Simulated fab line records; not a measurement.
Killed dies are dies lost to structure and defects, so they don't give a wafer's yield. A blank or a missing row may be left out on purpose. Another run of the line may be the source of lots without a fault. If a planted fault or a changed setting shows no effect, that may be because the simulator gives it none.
One fault through the eyes of 2 desks -- flow sky130 -- what lay behind the numbers comes last; until then each desk has only its own

== AT THE TOOL OWNER'S DESK: rieDiel-04 ==
The tool's own readings at SKY_VIA2_ETCH_14 (etches BARC in N2/H2, stops on SiO2, time 45.9 s, target depth 60 nm): means of the sampled wafers that have a number, for each lot that ran on this tool. A lot is out of limits, marked OUT, if its mean lies more than 4 standard deviations from the usual mean; the brackets give that distance.
Columns: A = drypumpMotorCurrentA at SKY_VIA2_ETCH_14, usual 5.9 A; B = oesProductAu at SKY_VIA2_ETCH_14, usual 0.854 a.u.; C = runLengthS at SKY_VIA2_ETCH_14, usual 74.2 s; D = throttleValvePct at SKY_VIA2_ETCH_14, usual 13.225 %
lot,first seen here,A,B,C,D
L538,day 36 23:56,5.6,0.854,74.3,13.227
L548,day 39 21:34,6.2,0.851,74.3,13.221
L554,day 41 02:57,5.8,0.888 (+8.1) OUT,72.4 (-5.5) OUT,13.233
L557,day 42 00:28,6.5,0.889 (+8.2) OUT,72.8 (-4.2) OUT,13.224
This desk's finding: out of limits on L554, L557; first on L554, day 41 02:57 (oesProductAu at SKY_VIA2_ETCH_14). In limits: L538, L548.

== METROLOGY DESK ==
Lot by lot, what the gauges showed, no matter which tool ran the lot: averages of those sampled wafers that carry a number. A lot is out of limits, marked OUT, if its mean lies more than 4 standard deviations from the usual mean; the brackets give that distance.
Columns: A = VIA2_BOW at SKY_VIA2_BOW_MEAS_03, usual 86 um; B = cdNm at SKY_VIA2_CD_MEAS_12, usual 200.3 nm; C = VIA2_OVL at SKY_VIA2_OVL_MEAS_13, usual 1 nm
lot,first seen here,A,B,C
L538,day 35 22:14,96,199.1,5
L547,day 38 09:07,83,200.2,5
L548,day 38 20:43,85,198.3,3
L554,day 40 03:16,80,198.9,3
L557,day 41 00:37,90,203.2,1
L560,day 41 20:22,86,199.8,1
This desk found nothing out of limits on any of the 6 lots.

== PUT TOGETHER ==
An alarm could have come from the tool owner's desk at day 41 02:57, on L554, L557.
From the metrology desk's view, nothing was out of limits.
The metrology desk holds a record of L554, L557, inside its limits.
Every lot named ran SKY_VIA2_ETCH_14 on rieDiel-04.

== WHAT THE SIMULATOR HAD PUT IN ==
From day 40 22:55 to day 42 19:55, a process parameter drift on rieDiel-04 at SKY_VIA2_ETCH_14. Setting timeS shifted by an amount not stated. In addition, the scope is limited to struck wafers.
Lots struck among those shown: L554, L557.
Delay in hours, fault start to first out-of-limits reading, by desk: the tool owner's desk at 4.
